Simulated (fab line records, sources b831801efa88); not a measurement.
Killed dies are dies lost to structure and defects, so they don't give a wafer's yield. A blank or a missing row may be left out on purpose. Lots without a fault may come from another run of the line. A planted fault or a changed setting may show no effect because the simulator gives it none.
A struck lot beside a sound one | flow sky130 | 16 steps out of a route of 708
Sound: wafers L824.1, L824.2, L824.6. Struck: wafers L838.2, L838.4, L838.6. The cause comes at the end.
At each step with rows: each side's tool, then ch and its chambers, then its first start. Under that, the readings that differ: sound wafers | struck wafers | difference of the means | sigmas: that difference in standard deviations of wafers without a fault.
alike: readings whose means differ by less than 2 such deviations, and words and numbers that are the same on both sides. not compared: withheld readings, readings that some wafer has no value for, bounds like >300 that may hide the same value, and numbers for which the record gives no deviation and whose values overlap.
The two part at a step that has a row with sigmas, a row that says differs or no value, or rows on one side only. Numbers that don't overlap but have no deviation are shown without sigmas and don't part them. A reading that every wafer of one side lacks parts them only if that side has two wafers or more.

first, 2 steps without rows for these wafers: SKY_VT_ADJUST_PCH_PEB_05; SKY_VT_ADJUST_PCH_DEVELOP_06 (develop time 60 s).
SKY_VT_ADJUST_PCH_OVL_MEAS_07:
  sound on overlay-01, day 12 09:04; struck on overlay-02, day 16 20:11
  alike: VT_ADJUST_PCH_OVL
then, 1 step without rows for these wafers: SKY_VT_ADJUST_PCH_IMPLANT_08.
SKY_VT_ADJUST_PCH_STRIP_09: strips in O2/N2.
  sound on plasma_asher-04 ch 0,1, day 12 09:15; struck on plasma_asher-03 ch 0, day 16 20:22
  reading                     | sound       | struck      | difference | sigmas
  drypump_motor_current_A (A) | 5.8 5.5 5.4 | 6.3 6.3 6.3 | +0.7       | +2
  alike: oes_product_au, strip_time_to_endpoint_s
  not compared: rf_hours_counter_h
SKY_VT_ADJUST_PCH_TW_MEAS_10:
  sound on film_metro-03, day 12 09:21; struck on film_metro-04, day 16 20:28
  alike: VT_ADJUST_PCH_TW
then, 6 steps without rows for these wafers: SKY_SONOS_TUNNEL_DEHYDRATE_00 (time 60 s); SKY_SONOS_TUNNEL_HMDS_01 (prime time 60 s); SKY_SONOS_TUNNEL_COAT_02 (resist thk 1140 nm); SKY_SONOS_TUNNEL_SOFTBAKE_03 (time 60 s); SKY_SONOS_TUNNEL_EXPOSE_04 (exposes mask TUNM, target cd 410 nm); SKY_SONOS_TUNNEL_PEB_05.
SKY_SONOS_TUNNEL_DEVELOP_06: develop time 60 s.
  sound on litho_track-01 ch 0, day 13 10:04; struck on litho_track-01 ch 0, day 18 01:41
  alike: chill_plate_temp_C
SKY_SONOS_TUNNEL_CD_MEAS_07: target cd 410 nm.
  sound on cd_sem-02, day 13 10:13; struck on cd_sem-01, day 18 01:50
  reading    | sound             | struck            | difference | sigmas
  cd_nm (nm) | 414.9 412.7 412.0 | 398.8 400.2 400.9 | -13.2      | -5
SKY_SONOS_TUNNEL_OVL_MEAS_08:
  sound on overlay-01, day 13 10:20; struck on overlay-02, day 18 01:56
  alike: SONOS_TUNNEL_OVL
-- the record jumps here: 32 days lie between the struck wafers' starts before and after (it left off in module SONOS_TUNNEL and takes up again in module PAD_OPEN, whose first step shown is number 708 of the route) --
SKY_PAD_OPEN_PROBE_99:
  sound on prober-01, day 47 13:24; struck on prober-01, day 50 10:04
  reading             | sound | struck   | difference | sigmas
  killed_at_front_end | 7 5 9 | 11 24 19 | +11        | +2
  alike: killed_at_M0_to_M3, killed_at_M4_up, killed_at_contacts, killed_at_other, killed_dies, killed_open, killed_short

WHERE THEY PART
First at SKY_VT_ADJUST_PCH_STRIP_09; last, within this record, at SKY_PAD_OPEN_PROBE_99.

WHY: what the simulator had put in
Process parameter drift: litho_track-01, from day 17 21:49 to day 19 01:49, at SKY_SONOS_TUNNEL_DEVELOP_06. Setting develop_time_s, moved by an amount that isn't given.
